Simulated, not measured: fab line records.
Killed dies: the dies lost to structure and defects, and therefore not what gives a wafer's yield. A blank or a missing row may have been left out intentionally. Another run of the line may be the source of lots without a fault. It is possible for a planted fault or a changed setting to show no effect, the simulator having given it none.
Chamber matching | flow sfq-line | SFQ_TRILAYER_I4_CMP_CMP_100 on cmp-02: 4 sister chambers
The step polishes SiO2. 4 wafers are shown with their chamber, then 7 later ones without.

## WAFERS, EACH WITH ITS CHAMBER
wafer  | chamber | motor-current-A (A)
L121.6 | 1       | 10.3
L123.3 | 2       | 9.5
L123.1 | 0       | 9.5
L125.3 | 3       | 11.7

## WAFERS WITH NO CHAMBER GIVEN
wafer  | motor-current-A (A)
L125.2 | 9.8
L125.6 | 9.4
L134.4 | 10.1
L134.5 | 9.8
L137.1 | 10.2
L137.2 | 11.9
L137.3 | 9.0

## CHAMBER TAKEN BY EACH
wafer  | from the rows above          | in truth
L125.2 | can't be placed: 0 or 2 or 1 | 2
L125.6 | can't be placed: 0 or 2      | 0
L134.4 | can't be placed: 1 or 0 or 2 | 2
L134.5 | can't be placed: 0 or 2 or 1 | 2
L137.1 | 1                            | 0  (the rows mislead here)
L137.2 | 3                            | 3
L137.3 | can't be placed: 0 or 2      | 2
Placed correctly: 1 of 7. Unplaceable from these rows: 5, with the true chamber sitting among the candidates in 5. 1 placed wrongly.
How it was worked out, from the rows above alone: a wafer's distance from a chamber is the root of the sum, over the readings, of the square of ((its reading less the chamber's mean) divided by the reading's scatter). If the next closest chamber is less than 2 further off than the closest, the wafer can't be placed; otherwise it belongs to the closest. Each chamber's mean is taken over the wafers shown for it. The scatter: with one shown wafer a chamber, the root of the mean of the squares of how far each hidden wafer lies from its nearest shown one.
